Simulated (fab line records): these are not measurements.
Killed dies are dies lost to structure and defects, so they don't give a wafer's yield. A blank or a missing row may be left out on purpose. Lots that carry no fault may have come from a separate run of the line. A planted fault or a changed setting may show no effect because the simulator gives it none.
fab line records :: flow sky130 :: part 2 of 2: steps 44 to 44 of 44
record:
  lots: 7
  wafers: 21
  lastDay: 50
route steps=708 shown DNWELL@41 PWDE@45 NWELL@56 PAD_OPEN@708
lots that met no fault: from a run of the same line without faults
startH: hours from the record's opening day to when the first of the lot's shown wafers began :: waitH: hours elapsed since this lot's preceding step :: " as in the row above :: L1.1+2: a row that stands for several wafers :: - no value, or no start was given :: * or withheld: withheld :: < > ~ a bound
route shown NAME@n: a module of which the file shows steps, and the number in the route of the first :: usual: the fault-free wafers' mean and standard deviation :: same: alike in all rows :: chamber/n: place in a boat :: sites: readings site by site :: _std_site: standard deviation of those values :: _edge_site: the outer-site mean with the inner-site mean subtracted :: radiusMm: for every site, how far away it sits from the centre of the wafer :: mask NAME#n: copy n :: behind: the last tool/chamber to shape the wafer :: hold: the reason the lot was held/the length of the hold in hours/how it ended :: device: names the non-switching transistor (n, p or np) :: end of line: the tests these same wafers got at the end of their route :: for a step that has no rows: nothing shown but its recipe :: killed: dies lost to structure and defects at the first sort, not the wafer's yield :: map: a wafer's dies, marking killed ones x, the rest . and places with no die _
set.NAME: the setting as run; set.NAME@STEP: as run at that earlier step :: model.NAME: the simulator's own value behind a step, which no gauge read
a table for each step, a row for each wafer; lots at some steps of the route
services: a tool's chamber out of use, with start hour (startH, from the record's first day; less than 0 if before it), hours out, and reason
== steps ==
step: SKY_PAD_OPEN_PROBE_99
usual:
  killed_at_M0_to_M3: 43/6.5
  killed_at_M4_up: 3.2/1.8
  killedAtContacts: 24/5
  killedAtFrontEnd: 15/4.1
  killedAtOther: 0.3/0.54
  killedDies: 85/9.3
  killedOnRim: 16/4.1
  killedOpen: 47/7.2
  killedShort: 39/5.9
same:
  grossDies: 492
  killedAtBackSide: 0
lot.wafer: L446.1
tool: prober-01
chamber: -
startH: 1083.56
waitH: 0.1
killed_at_M0_to_M3: 47
killed_at_M4_up: 1
killedAtContacts: 24
killedAtFrontEnd: 19
killedAtOther: 0
killedDies: 91
killedOnRim: 18
killedOpen: 45
killedShort: 45
model.etest.resPwdeUnderGate.rsOhmSq: 6191

lot.wafer: L446.4
tool: prober-01
chamber: -
startH: 1083.71
waitH: 0.2
killed_at_M0_to_M3: 39
killed_at_M4_up: 8
killedAtContacts: 27
killedAtFrontEnd: 24
killedAtOther: 0
killedDies: 98
killedOnRim: 18
killedOpen: 58
killedShort: 40
model.etest.resPwdeUnderGate.rsOhmSq: 6235

lot.wafer: L446.6
tool: prober-01
chamber: -
startH: 1083.81
waitH: 0.2
killed_at_M0_to_M3: 43
killed_at_M4_up: 2
killedAtContacts: 17
killedAtFrontEnd: 20
killedAtOther: 0
killedDies: 82
killedOnRim: 17
killedOpen: 42
killedShort: 40
model.etest.resPwdeUnderGate.rsOhmSq: 6200

lot.wafer: L449.4
tool: prober-02
chamber: -
startH: 1092.11
waitH: 0.2
killed_at_M0_to_M3: 49
killed_at_M4_up: 1
killedAtContacts: 26
killedAtFrontEnd: 27
killedAtOther: 0
killedDies: 103
killedOnRim: 18
killedOpen: 68
killedShort: 35
model.etest.resPwdeUnderGate.rsOhmSq: 6191

lot.wafer: L449.5
tool: prober-02
chamber: -
startH: 1092.16
waitH: 0.2
killed_at_M0_to_M3: 44
killed_at_M4_up: 2
killedAtContacts: 19
killedAtFrontEnd: 16
killedAtOther: 0
killedDies: 81
killedOnRim: 13
killedOpen: 47
killedShort: 34
model.etest.resPwdeUnderGate.rsOhmSq: 6170

lot.wafer: L449.6
tool: prober-02
chamber: -
startH: 1092.21
waitH: 0.2
killed_at_M0_to_M3: 43
killed_at_M4_up: 1
killedAtContacts: 29
killedAtFrontEnd: 11
killedAtOther: 0
killedDies: 84
killedOnRim: 16
killedOpen: 52
killedShort: 31
model.etest.resPwdeUnderGate.rsOhmSq: 6171

lot.wafer: L452.1
tool: prober-01
chamber: -
startH: 1119.92
waitH: 0.1
killed_at_M0_to_M3: 49
killed_at_M4_up: 3
killedAtContacts: 31
killedAtFrontEnd: 10
killedAtOther: 2
killedDies: 95
killedOnRim: 11
killedOpen: 45
killedShort: 49
model.etest.resPwdeUnderGate.rsOhmSq: 6212

lot.wafer: L452.5
tool: prober-01
chamber: -
startH: 1120.12
waitH: 0.2
killed_at_M0_to_M3: 47
killed_at_M4_up: 2
killedAtContacts: 22
killedAtFrontEnd: 14
killedAtOther: 0
killedDies: 85
killedOnRim: 16
killedOpen: 42
killedShort: 43
model.etest.resPwdeUnderGate.rsOhmSq: 6215

lot.wafer: L452.6
tool: prober-01
chamber: -
startH: 1120.17
waitH: 0.2
killed_at_M0_to_M3: 39
killed_at_M4_up: 2
killedAtContacts: 31
killedAtFrontEnd: 17
killedAtOther: 1
killedDies: 90
killedOnRim: 17
killedOpen: 52
killedShort: 37
model.etest.resPwdeUnderGate.rsOhmSq: 6190

lot.wafer: L453.1
tool: prober-02
chamber: -
startH: 1126.15
waitH: 0.1
killed_at_M0_to_M3: 52
killed_at_M4_up: 3
killedAtContacts: 18
killedAtFrontEnd: 12
killedAtOther: 1
killedDies: 86
killedOnRim: 14
killedOpen: 47
killedShort: 39
model.etest.resPwdeUnderGate.rsOhmSq: 6336

lot.wafer: L453.5
tool: prober-02
chamber: -
startH: 1126.35
waitH: 0.2
killed_at_M0_to_M3: 44
killed_at_M4_up: 4
killedAtContacts: 22
killedAtFrontEnd: 14
killedAtOther: 1
killedDies: 85
killedOnRim: 21
killedOpen: 48
killedShort: 37
model.etest.resPwdeUnderGate.rsOhmSq: 6394

lot.wafer: L453.6
tool: prober-02
chamber: -
startH: 1126.40
waitH: 0.2
killed_at_M0_to_M3: 39
killed_at_M4_up: 3
killedAtContacts: 15
killedAtFrontEnd: 11
killedAtOther: 1
killedDies: 69
killedOnRim: 16
killedOpen: 42
killedShort: 26
model.etest.resPwdeUnderGate.rsOhmSq: 6426

lot.wafer: L455.2
tool: prober-02
chamber: -
startH: 1132.31
waitH: 0.1
killed_at_M0_to_M3: 44
killed_at_M4_up: 2
killedAtContacts: 13
killedAtFrontEnd: 12
killedAtOther: 0
killedDies: 71
killedOnRim: 14
killedOpen: 33
killedShort: 38
model.etest.resPwdeUnderGate.rsOhmSq: 6378

lot.wafer: L455.5
tool: prober-02
chamber: -
startH: 1132.46
waitH: 0.2
killed_at_M0_to_M3: 50
killed_at_M4_up: 2
killedAtContacts: 20
killedAtFrontEnd: 10
killedAtOther: 0
killedDies: 82
killedOnRim: 20
killedOpen: 48
killedShort: 34
model.etest.resPwdeUnderGate.rsOhmSq: 6368

lot.wafer: L455.6
tool: prober-02
chamber: -
startH: 1132.51
waitH: 0.2
killed_at_M0_to_M3: 46
killed_at_M4_up: 5
killedAtContacts: 11
killedAtFrontEnd: 14
killedAtOther: 0
killedDies: 76
killedOnRim: 9
killedOpen: 37
killedShort: 39
model.etest.resPwdeUnderGate.rsOhmSq: 6369

lot.wafer: L456.3
tool: prober-02
chamber: -
startH: 1141.96
waitH: 0.2
killed_at_M0_to_M3: 51
killed_at_M4_up: 5
killedAtContacts: 31
killedAtFrontEnd: 10
killedAtOther: 1
killedDies: 98
killedOnRim: 18
killedOpen: 55
killedShort: 43
model.etest.resPwdeUnderGate.rsOhmSq: 6339

lot.wafer: L456.5
tool: prober-02
chamber: -
startH: 1142.06
waitH: 0.2
killed_at_M0_to_M3: 34
killed_at_M4_up: 4
killedAtContacts: 21
killedAtFrontEnd: 17
killedAtOther: 0
killedDies: 76
killedOnRim: 15
killedOpen: 45
killedShort: 31
model.etest.resPwdeUnderGate.rsOhmSq: 6374

lot.wafer: L456.6
tool: prober-02
chamber: -
startH: 1142.11
waitH: 0.2
killed_at_M0_to_M3: 36
killed_at_M4_up: 1
killedAtContacts: 21
killedAtFrontEnd: 21
killedAtOther: 0
killedDies: 79
killedOnRim: 14
killedOpen: 38
killedShort: 41
model.etest.resPwdeUnderGate.rsOhmSq: 6337

lot.wafer: L468.1
tool: prober-02
chamber: -
startH: 1191.67
waitH: 0.1
killed_at_M0_to_M3: 34
killed_at_M4_up: 6
killedAtContacts: 23
killedAtFrontEnd: 16
killedAtOther: 0
killedDies: 79
killedOnRim: 11
killedOpen: 39
killedShort: 40
model.etest.resPwdeUnderGate.rsOhmSq: 6098

lot.wafer: L468.3
tool: prober-02
chamber: -
startH: 1191.77
waitH: 0.2
killed_at_M0_to_M3: 41
killed_at_M4_up: 3
killedAtContacts: 18
killedAtFrontEnd: 21
killedAtOther: 0
killedDies: 83
killedOnRim: 18
killedOpen: 47
killedShort: 36
model.etest.resPwdeUnderGate.rsOhmSq: 6119

lot.wafer: L468.4
tool: prober-02
chamber: -
startH: 1191.82
waitH: 0.2
killed_at_M0_to_M3: 48
killed_at_M4_up: 2
killedAtContacts: 24
killedAtFrontEnd: 8
killedAtOther: 0
killedDies: 82
killedOnRim: 12
killedOpen: 44
killedShort: 37
model.etest.resPwdeUnderGate.rsOhmSq: 6150
killed by level:class
L446.1 VIA1:geometricParticle:open=14 CONTACT:geometricParticle:open=8 VIA3:geometricParticle:open=8 LOCAL_INTERCONNECT:geometricParticle:short=7 METAL2:geometricParticle:short=6 VIA2:geometricParticle:short=5 FIELD_ISO:geometricParticle:short=4 POLY_GATE:geometricParticle:short=4
L446.4 CONTACT:geometricParticle:open=9 VIA1:geometricParticle:open=9 LI_CONTACT:geometricParticle:open=8 FIELD_ISO:geometricParticle:open=7 VIA3:geometricParticle:open=6 METAL2:geometricParticle:short=6 POLY_GATE:geometricParticle:open=5 METAL4:geometricParticle:short=5
L446.6 VIA2:geometricParticle:open=10 FIELD_ISO:geometricParticle:short=9 CONTACT:geometricParticle:open=6 METAL1:geometricParticle:short=6 VIA1:geometricParticle:open=6 FIELD_ISO:geometricParticle:open=5 METAL2:geometricParticle:short=5 LOCAL_INTERCONNECT:geometricParticle:short=4
L449.4 CONTACT:geometricParticle:open=12 VIA2:geometricParticle:open=12 VIA1:geometricParticle:open=10 VIA3:geometricParticle:open=9 FIELD_ISO:geometricParticle:short=7 POLY_GATE:geometricParticle:open=7 FIELD_ISO:geometricParticle:open=6 LOCAL_INTERCONNECT:geometricParticle:short=5
L449.5 VIA1:geometricParticle:open=12 LI_CONTACT:geometricParticle:open=6 CONTACT:geometricParticle:short=6 METAL2:geometricParticle:short=5 POLY_GATE:geometricParticle:open=5 POLY_GATE:geometricParticle:short=5 CONTACT:geometricParticle:open=5 VIA2:geometricParticle:open=5
L449.6 CONTACT:geometricParticle:open=14 VIA3:geometricParticle:open=11 LI_CONTACT:geometricParticle:open=8 VIA1:geometricParticle:open=8 METAL2:geometricParticle:short=5 VIA2:geometricParticle:short=5 VIA1:geometricParticle:short=4 VIA2:geometricParticle:open=4
L452.1 CONTACT:geometricParticle:open=12 VIA1:geometricParticle:open=11 VIA1:geometricParticle:short=9 CONTACT:geometricParticle:short=6 METAL2:geometricParticle:short=6 LI_CONTACT:geometricParticle:open=5 POLY_GATE:geometricParticle:open=4 VIA3:geometricParticle:open=4
L452.5 METAL1:geometricParticle:short=10 VIA1:geometricParticle:open=9 CONTACT:geometricParticle:open=7 VIA1:geometricParticle:short=7 VIA3:geometricParticle:open=7 LI_CONTACT:geometricParticle:open=6 LI_CONTACT:geometricParticle:short=4 METAL2:geometricParticle:short=4
L452.6 LI_CONTACT:geometricParticle:open=9 CONTACT:geometricParticle:open=9 VIA3:geometricParticle:open=8 CONTACT:geometricParticle:short=7 METAL2:geometricParticle:short=7 VIA2:geometricParticle:open=7 FIELD_ISO:geometricParticle:open=5 POLY_GATE:geometricParticle:short=5
L453.1 VIA1:geometricParticle:open=13 CONTACT:geometricParticle:open=10 VIA1:geometricParticle:short=7 VIA2:geometricParticle:open=7 METAL2:geometricParticle:short=5 VIA3:geometricParticle:open=5 CONTACT:geometricParticle:short=4 METAL1:geometricParticle:short=4
L453.5 VIA1:geometricParticle:open=9 METAL2:geometricParticle:short=8 VIA3:geometricParticle:open=7 LI_CONTACT:geometricParticle:open=7 CONTACT:geometricParticle:open=6 VIA2:geometricParticle:open=6 FIELD_ISO:geometricParticle:open=5 VIA1:geometricParticle:short=5
L453.6 VIA1:geometricParticle:open=13 CONTACT:geometricParticle:short=6 VIA2:geometricParticle:open=6 VIA1:geometricParticle:short=5 VIA3:geometricParticle:open=5 CONTACT:geometricParticle:open=4 POLY_GATE:geometricParticle:open=3 METAL2:geometricParticle:short=3
L455.2 VIA1:geometricParticle:open=8 METAL2:geometricParticle:short=7 VIA3:geometricParticle:open=6 VIA2:geometricParticle:open=5 VIA2:geometricParticle:short=4 LI_CONTACT:geometricParticle:open=4 CONTACT:geometricParticle:open=4 VIA3:geometricParticle:short=4
L455.5 VIA1:geometricParticle:open=12 CONTACT:geometricParticle:open=10 METAL2:geometricParticle:short=9 VIA3:geometricParticle:open=7 VIA2:geometricParticle:open=6 LI_CONTACT:geometricParticle:open=5 FIELD_ISO:geometricParticle:short=4 METAL1:geometricParticle:short=4
L455.6 VIA3:geometricParticle:open=10 VIA2:geometricParticle:open=9 FIELD_ISO:geometricParticle:short=7 VIA1:geometricParticle:short=5 METAL2:geometricParticle:short=5 VIA2:geometricParticle:short=5 LOCAL_INTERCONNECT:geometricParticle:short=4 VIA1:geometricParticle:open=4
L456.3 VIA1:geometricParticle:open=14 VIA2:geometricParticle:open=10 CONTACT:geometricParticle:open=9 LI_CONTACT:geometricParticle:open=8 VIA3:geometricParticle:open=7 POLY_GATE:geometricParticle:short=6 LOCAL_INTERCONNECT:geometricParticle:short=5 VIA1:geometricParticle:short=5
L456.5 CONTACT:geometricParticle:open=12 VIA1:geometricParticle:open=6 POLY_GATE:geometricParticle:open=6 VIA3:geometricParticle:open=6 METAL4:geometricParticle:short=4 FIELD_ISO:geometricParticle:short=4 CONTACT:geometricParticle:short=4 METAL1:geometricParticle:short=4
L456.6 METAL1:geometricParticle:short=8 VIA1:geometricParticle:short=7 POLY_GATE:geometricParticle:open=6 LI_CONTACT:geometricParticle:open=6 CONTACT:geometricParticle:open=6 POLY_GATE:geometricParticle:short=5 METAL2:geometricParticle:short=5 VIA1:geometricParticle:open=4
L468.1 LI_CONTACT:geometricParticle:open=9 VIA1:geometricParticle:open=8 CONTACT:geometricParticle:open=6 CONTACT:geometricParticle:short=6 VIA1:geometricParticle:short=6 VIA2:geometricParticle:open=5 METAL4:geometricParticle:short=5 FIELD_ISO:geometricParticle:short=4
L468.3 VIA3:geometricParticle:open=9 POLY_GATE:geometricParticle:short=8 CONTACT:geometricParticle:open=8 VIA1:geometricParticle:open=7 LI_CONTACT:geometricParticle:open=5 VIA2:geometricParticle:open=5 VIA1:geometricParticle:short=4 POLY_GATE:geometricParticle:open=3
L468.4 CONTACT:geometricParticle:open=9 VIA1:geometricParticle:open=9 METAL1:geometricParticle:short=7 VIA1:geometricParticle:short=6 CONTACT:geometricParticle:short=6 VIA2:geometricParticle:open=6 VIA3:geometricParticle:open=5 POLY_GATE:geometricParticle:open=4
== services ==
tool: implanter-03
chamber: -
startH: 34.69
hours: 0.8
kind: repair

tool: plasmaAsher-03
chamber: -
startH: 38.48
hours: 0.5
kind: repair

tool: implanter-03
chamber: -
startH: 43.66
hours: 2.1
kind: pm

tool: plasmaAsher-01
chamber: -
startH: 62.55
hours: 2.8
kind: pm

tool: implanter-04
chamber: -
startH: 81.20
hours: 4.1
kind: pm

tool: rtpAnneal-01
chamber: -
startH: 92.61
hours: 3.4
kind: pm

tool: implanter-02
chamber: -
startH: 95.58
hours: 3.3
kind: repair

tool: implanter-02
chamber: -
startH: 99.23
hours: 0.7
kind: repair

tool: plasmaAsher-02
chamber: -
startH: 108.75
hours: 9.0
kind: pm

tool: plasmaAsher-02
chamber: 0
startH: 108.75
hours: 9.0
kind: ventCycle

tool: plasmaAsher-02
chamber: 1
startH: 108.75
hours: 9.0
kind: ventCycle

tool: plasmaAsher-02
chamber: 0
startH: 117.75
hours: -
kind: clean

tool: plasmaAsher-02
chamber: 1
startH: 117.75
hours: -
kind: clean

tool: plasmaAsher-01
chamber: -
startH: 133.42
hours: 4.5
kind: repair

tool: implanter-04
chamber: -
startH: 158.71
hours: 3.1
kind: pm

tool: plasmaAsher-03
chamber: -
startH: 183.05
hours: 13.6
kind: repair

tool: implanter-02
chamber: -
startH: 191.49
hours: 104.6
kind: pm

tool: plasmaAsher-04
chamber: -
startH: 217.80
hours: 2.8
kind: pm

tool: rtpAnneal-02
chamber: -
startH: 233.17
hours: 3.0
kind: pm
== key ==
firstSign:
  step: SKY_PWDE_IMPLANT_08
  reading: doseIonsCm2
  direction: down
  sigmas: 36
  usual: *
  struck: *
effect:
  step: SKY_NWELL_RS_MEAS_31
  reading: PWDE_RS
  direction: up
  sigmas: 7.8
  usual: 5279
  struck: 5433
modelEffect:
  step: SKY_PAD_OPEN_PROBE_99
  value: etest.resPwdeUnderGate.rsOhmSq
  without: 6150
  struck: 6369
metAt SKY_PWDE_IMPLANT_08
struckWafers L453.1,L453.5,L453.6,L455.2,L455.5,L455.6,L456.3,L456.5,L456.6
testerLeftOut L453,L455,L456
onsetBetween 89.65 112.96
fault:
  kind: processParameterDrift
  tool: implanter-03
  chamber: -
  onsetH: 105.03
  steps: SKY_PWDE_IMPLANT_08
  channel: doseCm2
  offset: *
  shape: step
  endH: 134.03
  actsIn: *
  stated: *
testerLeftOut: of these lots the tester's yield and bins aren't shown, on N5 and GAA mostly nor the transistor test; their killed dies are dies lost to structure and defects alone, not to doping, threshold or leakage, so they don't give the yield
